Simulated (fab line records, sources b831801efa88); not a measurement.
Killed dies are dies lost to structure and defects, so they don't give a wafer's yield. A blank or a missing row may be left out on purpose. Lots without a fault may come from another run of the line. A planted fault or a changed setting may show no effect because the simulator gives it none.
fab line records | flow sky130
record lots=5 wafers=15 last_day=49
route steps=708 shown LOCAL_INTERCONNECT@394 CONTACT@406 PAD_OPEN@708
lots that met no fault: from a run of the same line without faults
start_h: hours from the record's first day to the start of the lot's first wafer shown | wait_h: hours since the lot's step before | " the same as in the row above | L1.1+2: a row that stands for several wafers | - no value, or no start given | * or withheld: withheld | < > ~ a bound
route shown NAME@n: a module of which the file shows steps, and the number in the route of the first | usual: mean/standard deviation of fault-free wafers | same: alike in all rows | chamber/n: place in a boat | sites: the reading at each site | _std_site: their standard deviation | _edge_site: outer sites' mean less inner sites' | radius_mm: how far each site lies from the wafer's centre | mask NAME#n: copy n | behind: the tool/chamber that last shaped the wafer | hold: why the lot was held/for how many hours/how that ended | device: the transistor (n, p or np) that didn't switch | end of line: the same wafers' tests at the end of the route | a step without rows: its recipe alone | killed: dies lost to structure and defects at the first sort, not the wafer's yield | map: a wafer's dies, x killed, . not, _ none there
set.NAME: the setting as run; set.NAME@STEP: as run at that earlier step | model.NAME: the simulator's own value behind a step, which no gauge read
lots at some steps of the route; a table a step, a row a wafer
services: from which hour (start_h, from the record's first day; less than 0 if before it) a tool's chamber was out of use, for how many hours, and why
## steps
# step SKY_LOCAL_INTERCONNECT_SOFTBAKE_07
# recipe temp_c=100 time_s=90 resist=KrF-thick
# step SKY_LOCAL_INTERCONNECT_EXPOSE_08
# recipe mask_id=LI1M na=0.8 source_shape=annular sigma_inner=0.55 sigma_outer=0.85 target_cd_nm=170 dose_mj=28
# step SKY_LOCAL_INTERCONNECT_PEB_09
# recipe peb_temp_c=withheld peb_time_s=withheld resist=KrF-thick
# step SKY_LOCAL_INTERCONNECT_DEVELOP_10
# recipe develop_time_s=60 resist=KrF-thick dev_temp_c=21
# step SKY_LOCAL_INTERCONNECT_ETCH_13
# recipe chemistry=N2/H2 target=BARC ion_energy_ev=200 bias_w=100 pressure_mtorr=30 n2_flow_sccm=100 h2_flow_sccm=200 icp_w=500 stop_on=SiO2 time_s=45.9 target_depth_a=600
# step SKY_LOCAL_INTERCONNECT_METAL_ETCH_14
# recipe target_depth_nm=110 stop_on=PSG chemistry=Cl2/BCl3 target=TiN resist_sidewall_deg=88 pressure_mtorr=10 icp_w=900 bias_w=48.5 Cl2_flow_sccm=60 bcl3_flow_sccm=30 time_s=31.4
# step SKY_LOCAL_INTERCONNECT_STRIP_15
# recipe chemistry=O2/N2 power_w=1400 pressure_mtorr=1500 platen_temp_c=withheld o2_flow_sccm=3000 n2_flow_sccm=300 overash_fraction=0.5
# step SKY_LOCAL_INTERCONNECT_STRIP_16
# recipe chemistry=post_etch_residue_remover time_s=1200 temp_c=72.5
# step SKY_LOCAL_INTERCONNECT_CLEAN_17
# recipe chemistry=IPA time_s=180 temp_c=25
# step SKY_LOCAL_INTERCONNECT_CLEAN_18
# recipe chemistry=O3/DIW dry=n2_spin
# step SKY_CONTACT_CVD_00
# recipe material=Si3N4 target_thk_nm=75 temp_c=400 time_s=withheld rf_w=450
# usual heater_power_outer_w=401/57 heater_power_w=689/97
# columns lot.wafer tool chamber start_h wait_h heater_power_outer_w heater_power_w model.Si3N4_of_CONTACT_CVD_00.thk_nm
L754.2 pecvd-04 2 759.04 0.0 418 687 73.57
L754.4 " 0 " " 256 568 75.13
L754.6 " 1 " " 400 727 75.24
L760.1 pecvd-03 2 799.26 0.0 405 667 72.86
L760.5 " 2 " " 429 671 74.98
L760.6 " 1 " " 363 614 74.61
L762.2 pecvd-03 2 817.23 0.0 426 667 74.79
L762.3 " 0 " " 470 833 107.4
L762.4 " 1 " " 418 713 76.36
L763.1 pecvd-03 0 826.81 0.0 405 756 74.31
L763.3 " 2 " " 419 689 109.4
L763.5 " 0 " " 419 748 75.28
L764.3 pecvd-03 0 834.32 0.0 414 739 107.9
L764.4 " 2 " " 418 676 74.21
L764.6 " 0 " " 402 754 108.4
# step SKY_CONTACT_THK_MEAS_01
# recipe reads=Si3N4_of_CONTACT_CVD_00
# usual CONTACT_CVD_00_THK=74.6/0.88
# columns lot.wafer tool chamber start_h wait_h CONTACT_CVD_00_THK[nm]
L754.2 film_metro-01 - 759.08 - 73.5
L754.4 " - " " 75.1
L754.6 " - " " 75.2
L760.1 film_metro-01 - 799.30 - 72.8
L760.5 " - " " 74.9
L760.6 " - " " 74.6
L762.2 film_metro-02 - 817.28 - 74.8
L762.3 " - " " 107.3
L762.4 " - " " 76.4
L763.1 film_metro-01 - 826.86 - 74.3
L763.3 " - " " 109.3
L763.5 " - " " 75.3
L764.3 film_metro-02 - 834.38 - 107.9
L764.4 " - " " 74.2
L764.6 " - " " 108.3
# step SKY_CONTACT_HDPCVD_02
# recipe material=SiO2 target_thk_nm=565 sigma_open_frac=0.3 time_s=94.2 temp_c=600 sih4_flow_sccm=60 pressure_mtorr=6
# step SKY_CONTACT_CMP_04
# recipe material=SiO2 down_force_psi=4 platen_rpm=60 pad_velocity_m_s=0.94248
# step SKY_CONTACT_DEHYDRATE_06
# recipe temp_c=200 time_s=60
# step SKY_CONTACT_HMDS_07
# recipe prime_time_s=60 prime_temp_c=120
# step SKY_CONTACT_COAT_08
# recipe resist=BARC temp_c=withheld time_s=withheld spin_rpm=3000 resist_thk_nm=60
# step SKY_CONTACT_COAT_09
# recipe resist=KrF-thick spin_rpm=3000 resist_thk_nm=450
# step SKY_CONTACT_SOFTBAKE_10
# recipe temp_c=100 time_s=90 resist=KrF-thick
# step SKY_CONTACT_EXPOSE_11
# recipe mask_id=CTM1 na=0.8 source_shape=annular sigma_inner=0.55 sigma_outer=0.85 target_cd_nm=170 dose_mj=38
# step SKY_CONTACT_PEB_12
# recipe peb_temp_c=withheld peb_time_s=withheld resist=KrF-thick
# step SKY_CONTACT_DEVELOP_13
# recipe develop_time_s=60 resist=KrF-thick dev_temp_c=21
# step SKY_CONTACT_ETCH_16
# recipe chemistry=N2/H2 target=BARC ion_energy_ev=200 source_w=500 bias_w=100 pressure_mtorr=30 n2_flow_sccm=100 h2_flow_sccm=200 stop_on=SiO2 time_s=45.9 target_depth_a=600
# step SKY_CONTACT_ETCH_17
# recipe target=SiO2 chemistry=C4F8/O2/Ar stop_on=Si3N4 mask_material=KrF-thick source_w=1500 bias_w=1200 pressure_mtorr=40 c4f8_flow_sccm=withheld O2_flow_sccm=6 Ar_flow_sccm=300 time_s=withheld target_depth_a=3400
# step SKY_CONTACT_ETCH_18
# recipe target=Si3N4 chemistry=CHF3/O2 stop_on=TiN source_w=600 bias_w=200 pressure_mtorr=40 chf3_flow_sccm=50 O2_flow_sccm=5 time_s=39 target_depth_a=750
# usual chamber_pressure_mTorr=40.00/0.035 drypump_motor_current_A=5.9/0.54 oes_product_au=0.852/0.0079 throttle_valve_pct=8.794/0.0085
# same time_s=39
# columns lot.wafer tool chamber start_h wait_h chamber_pressure_mTorr drypump_motor_current_A oes_product_au rf_hours_counter_h throttle_valve_pct model.etch.depth_nm
L754.2 rie_diel-04 2 - - 40.10 5.5 0.839 37 8.793 73.57
L754.4 " 3 " " 40.00 6.6 0.856 4 8.793 75.13
L754.6 " 2 " " 40.04 5.6 0.855 - 8.791 75.24
L760.1 rie_diel-04 0 - - 39.97 6.4 0.838 4 8.789 72.86
L760.5 " 3 " " 39.96 6.6 0.853 - 8.797 74.98
L760.6 " 1 " " 39.98 6.7 0.852 - 8.780 74.61
L762.2 rie_diel-03 3 - - 39.98 5.9 0.852 3 8.804 74.79
L762.3 " 1 " " 40.00 5.7 1.004 13 8.845 99.05
L762.4 " 2 " " 39.97 6.0 0.863 4 8.806 76.36
L763.1 rie_diel-02 2 - - 40.03 5.9 0.854 20 8.786 74.31
L763.3 " 3 " " 40.03 6.1 1.001 5 8.837 97.8
L763.5 " 1 " " 39.98 5.2 0.864 - 8.791 75.28
L764.3 rie_diel-02 0 - - 39.97 6.0 0.994 3 8.819 96.61
L764.4 " 2 " " 40.01 5.9 0.845 21 8.792 74.21
L764.6 " 3 " " 39.98 6.1 1.005 - 8.840 98.05
# step SKY_CONTACT_STRIP_19
# recipe chemistry=O2/N2 power_w=1400 pressure_mtorr=1500 platen_temp_c=withheld o2_flow_sccm=3000 n2_flow_sccm=300 overash_fraction=0.5
# step SKY_PAD_OPEN_PROBE_99
# usual killed_at_M0_to_M3=42/7.3 killed_at_M4_up=3.2/1.8 killed_at_contacts=25/5.2 killed_at_front_end=15/4.6 killed_at_other=0.3/0.62 killed_dies=85/9.9 killed_on_rim=17/3.9 killed_open=46/7.1 killed_short=38/5.7
# same gross_dies=492 killed_at_back_side=0
# columns lot.wafer tool chamber start_h wait_h killed_at_M0_to_M3 killed_at_M4_up killed_at_contacts killed_at_front_end killed_at_other killed_dies killed_on_rim killed_open killed_short
L754.2 prober-02 - 1115.94 0.1 44 0 22 11 1 78 14 43 35
L754.4 prober-02 - 1116.04 0.2 35 5 31 13 0 84 14 38 46
L754.6 prober-02 - 1116.14 0.2 40 0 34 23 0 97 23 51 46
L760.1 prober-02 - 1142.99 0.1 45 4 24 6 0 79 21 45 34
L760.5 prober-02 - 1143.19 0.2 43 3 25 12 2 85 15 43 42
L760.6 prober-02 - 1143.24 0.2 35 4 21 7 1 68 16 34 34
L762.2 prober-02 - 1154.97 0.1 33 0 25 16 0 74 12 39 35
L762.3 prober-02 - 1155.02 0.2 34 7 436 13 0 490 94 52 32
L762.4 prober-02 - 1155.07 0.2 31 2 25 9 0 67 12 26 41
L763.1 prober-01 - 1165.05 0.1 42 4 18 9 0 73 15 38 35
L763.3 prober-01 - 1165.15 0.2 38 3 437 14 0 492 96 48 33
L763.5 prober-01 - 1165.25 0.2 49 1 28 7 0 85 20 50 35
L764.3 prober-02 - 1168.82 0.2 39 4 434 15 0 492 96 52 34
L764.6 prober-02 - 1168.97 0.2 47 7 430 8 0 492 96 46 34
# killed by level:class
L754.2 VIA1:geometric_particle:open=12 CONTACT:geometric_particle:short=8 VIA2:geometric_particle:open=7 CONTACT:geometric_particle:open=5 LI_CONTACT:geometric_particle:open=4 METAL2:geometric_particle:short=4 METAL3:geometric_particle:short=4 FIELD_ISO:geometric_particle:open=3
L754.4 CONTACT:geometric_particle:open=13 VIA1:geometric_particle:short=9 VIA1:geometric_particle:open=7 CONTACT:geometric_particle:short=6 LOCAL_INTERCONNECT:geometric_particle:short=5 VIA2:geometric_particle:open=5 FIELD_ISO:geometric_particle:short=4 LI_CONTACT:geometric_particle:short=4
L754.6 LI_CONTACT:geometric_particle:open=12 CONTACT:geometric_particle:open=9 METAL1:geometric_particle:short=9 FIELD_ISO:geometric_particle:short=8 VIA1:geometric_particle:open=8 VIA2:geometric_particle:open=6 LOCAL_INTERCONNECT:geometric_particle:short=5 CONTACT:geometric_particle:short=5
L760.1 CONTACT:geometric_particle:open=9 VIA1:geometric_particle:open=9 METAL2:geometric_particle:short=8 VIA2:geometric_particle:open=7 LI_CONTACT:geometric_particle:open=5 CONTACT:geometric_particle:short=5 VIA3:geometric_particle:short=5 VIA3:geometric_particle:open=5
L760.5 VIA1:geometric_particle:open=9 VIA2:geometric_particle:open=8 LI_CONTACT:geometric_particle:open=7 CONTACT:geometric_particle:open=7 VIA3:geometric_particle:open=6 LOCAL_INTERCONNECT:geometric_particle:short=5 VIA1:geometric_particle:short=5 LI_CONTACT:geometric_particle:short=4
L760.6 VIA1:geometric_particle:open=9 VIA2:geometric_particle:open=7 CONTACT:geometric_particle:open=6 METAL2:geometric_particle:short=6 CONTACT:geometric_particle:short=5 LI_CONTACT:geometric_particle:short=5 METAL4:geometric_particle:short=4 LI_CONTACT:geometric_particle:open=3
L762.2 VIA1:geometric_particle:open=11 CONTACT:geometric_particle:open=7 LI_CONTACT:geometric_particle:short=6 FIELD_ISO:geometric_particle:short=5 POLY_GATE:geometric_particle:open=5 CONTACT:geometric_particle:short=5 METAL2:geometric_particle:short=5 POLY_GATE:geometric_particle:short=4
L762.3 CONTACT:area_etch=406 VIA1:geometric_particle:open=14 CONTACT:geometric_particle:open=11 LI_CONTACT:geometric_particle:open=7 METAL4:geometric_particle:short=6 LOCAL_INTERCONNECT:geometric_particle:short=5 METAL2:geometric_particle:short=5 FIELD_ISO:geometric_particle:short=4
L762.4 CONTACT:geometric_particle:open=8 METAL2:geometric_particle:short=7 CONTACT:geometric_particle:short=6 VIA2:geometric_particle:short=6 VIA3:geometric_particle:open=5 LI_CONTACT:geometric_particle:open=5 FIELD_ISO:geometric_particle:short=4 VIA3:geometric_particle:short=4
L763.1 VIA1:geometric_particle:open=12 CONTACT:geometric_particle:open=10 METAL2:geometric_particle:short=6 FIELD_ISO:geometric_particle:short=4 METAL1:geometric_particle:short=4 VIA1:geometric_particle:short=4 CONTACT:geometric_particle:short=3 VIA2:geometric_particle:open=3
L763.3 CONTACT:area_etch=411 CONTACT:geometric_particle:open=10 VIA2:geometric_particle:open=9 LI_CONTACT:geometric_particle:open=7 VIA3:geometric_particle:open=5 LOCAL_INTERCONNECT:geometric_particle:short=4 METAL1:geometric_particle:short=4 METAL2:geometric_particle:short=4
L763.5 VIA1:geometric_particle:open=14 CONTACT:geometric_particle:open=10 VIA1:geometric_particle:short=9 LI_CONTACT:geometric_particle:open=8 VIA2:geometric_particle:open=7 LOCAL_INTERCONNECT:geometric_particle:short=5 METAL2:geometric_particle:short=4 VIA3:geometric_particle:open=4
L764.3 CONTACT:area_etch=406 CONTACT:geometric_particle:open=13 FIELD_ISO:geometric_particle:open=8 VIA3:geometric_particle:open=8 VIA1:geometric_particle:open=8 LI_CONTACT:geometric_particle:open=6 METAL1:geometric_particle:short=4 VIA1:geometric_particle:short=4
L764.6 CONTACT:area_etch=412 VIA1:geometric_particle:open=14 CONTACT:geometric_particle:open=9 VIA3:geometric_particle:open=8 VIA2:geometric_particle:open=6 METAL1:geometric_particle:short=5 METAL4:geometric_particle:short=4 CONTACT:geometric_particle:short=4
# map L762.3 (x killed, . not)
__________xxxxxxxxxx_________
________xxxxxxxxxxxxxx_______
______xxxxxxxxxxxxxxxxxx_____
_____xxxxxxxxxxxxxxxxxxxx____
____xxxxxxxxxxxxxxxxxxxxxx___
___xxxxxxxxxxxxxxxxxxxxxxxx__
__xxxxxxxxxxxxxxxxxxxxxxxxxx_
_xxxxxxxxxxxxxxxxxxxxxxxxxxxx
_xxxxxxxxxxxxxxxxxxxxxxxxxxxx
_xxxxxxxxxxxxxxxxxxxxxxxxxxxx
_xxxxxxxxxxxxxxxxxxxxxxxxxxxx
_xxxxxxxxxxxxxxxxxxxxxxxxxxxx
_xxxxxxxxxxxxxxxxxxxxxxxxxxxx
_xxxxxxxxxxxxxxxxxxxxxxxxxxxx
_xxxxxxxxxxxxxxxxxxxxxxxxxxxx
__xxxxxxxxxxxxxxxxxxxxxxxxxx_
___xxxxxxxxxxxxxxxxxxxxxxxx__
____xxxxxxxxxxxxxxxxxxxxxx___
_____xxxxxxxxxxxxxxxxxxxx____
______xxxxxxxxxxxxxxxxxx_____
________xxxxxxxxxxx.xx_______
__________xxx.xxxxxx_________
# map L763.3 (x killed, . not)
__________xxxxxxxxxx_________
________xxxxxxxxxxxxxx_______
______xxxxxxxxxxxxxxxxxx_____
_____xxxxxxxxxxxxxxxxxxxx____
____xxxxxxxxxxxxxxxxxxxxxx___
___xxxxxxxxxxxxxxxxxxxxxxxx__
__xxxxxxxxxxxxxxxxxxxxxxxxxx_
_xxxxxxxxxxxxxxxxxxxxxxxxxxxx
_xxxxxxxxxxxxxxxxxxxxxxxxxxxx
_xxxxxxxxxxxxxxxxxxxxxxxxxxxx
_xxxxxxxxxxxxxxxxxxxxxxxxxxxx
_xxxxxxxxxxxxxxxxxxxxxxxxxxxx
_xxxxxxxxxxxxxxxxxxxxxxxxxxxx
_xxxxxxxxxxxxxxxxxxxxxxxxxxxx
_xxxxxxxxxxxxxxxxxxxxxxxxxxxx
__xxxxxxxxxxxxxxxxxxxxxxxxxx_
___xxxxxxxxxxxxxxxxxxxxxxxx__
____xxxxxxxxxxxxxxxxxxxxxx___
_____xxxxxxxxxxxxxxxxxxxx____
______xxxxxxxxxxxxxxxxxx_____
________xxxxxxxxxxxxxx_______
__________xxxxxxxxxx_________
## services
# columns tool chamber start_h hours kind
rie_diel-02 0 743.28 - clean
rie_diel-02 0 743.28 18.4 scheduled_down
rie_diel-02 0 743.28 18.4 vent_cycle
rie_diel-03 3 750.63 8.4 repair
rie_diel-03 3 759.02 - clean
rie_diel-03 3 759.02 18.2 scheduled_down
rie_diel-03 3 759.02 18.2 vent_cycle
pecvd-04 0 768.21 2.1 scheduled_down
rie_diel-04 - 772.19 1.5 repair
rie_diel-02 1 779.88 11.5 repair
rie_diel-04 3 803.63 8.8 repair
rie_diel-04 2 812.45 - clean
rie_diel-04 2 812.45 16.5 scheduled_down
rie_diel-04 2 812.45 16.5 vent_cycle
rie_diel-02 1 813.81 6.2 repair
pecvd-03 1 818.12 - clean
pecvd-03 1 818.12 - consumable_replace:showerhead
pecvd-03 1 818.12 29.0 scheduled_down
pecvd-03 1 818.12 29.0 vent_cycle
rie_diel-02 1 838.07 10.5 repair
pecvd-03 0 843.98 5.5 scheduled_down
pecvd-03 - 853.11 0.7 repair
rie_diel-04 3 854.77 7.2 repair
## key
first_sign step=SKY_CONTACT_THK_MEAS_01 reading=CONTACT_CVD_00_THK direction=up sigmas=38 usual=74.6 struck=108.2
effect step=SKY_CONTACT_ETCH_18 reading=oes_product_au direction=up sigmas=19 usual=0.852 struck=1.001
effect step=SKY_PAD_OPEN_PROBE_99 reading=killed_at_contacts direction=up sigmas=79 usual=25 struck=434
model_effect step=SKY_CONTACT_CVD_00 value=Si3N4_of_CONTACT_CVD_00.thk_nm without=74.62 struck=108.3
model_effect step=SKY_CONTACT_ETCH_18 value=etch.depth_nm without=74.62 struck=97.88
more_kills_born_at SKY_CONTACT_ETCH_18@rie_diel-02=1229 SKY_CONTACT_ETCH_18@rie_diel-03=406
met_at SKY_CONTACT_CVD_00
struck_wafers L762.3,L763.3,L764.3,L764.6
later_rows_left_out L762.3,L763.3,L764.3,L764.6
tester_left_out L762,L763,L764
onset_between 799.26 817.23
fault kind=process_parameter_drift tool=pecvd-03 chamber=- onset_h=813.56 steps=SKY_CONTACT_CVD_00 channel=target_thk_nm offset=33.595 shape=step end_h=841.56 scope=struck_wafers_only acts_in=these_recipes_only stated=75
# tester_left_out: of these lots the tester's yield and bins aren't shown, on N5 and GAA mostly nor the transistor test; their killed dies are dies lost to structure and defects alone, not to doping, threshold or leakage, so they don't give the yield
# later_rows_left_out: the simulator's readings of these wafers behind a module that went badly wrong aren't trusted and aren't shown, but for the sort
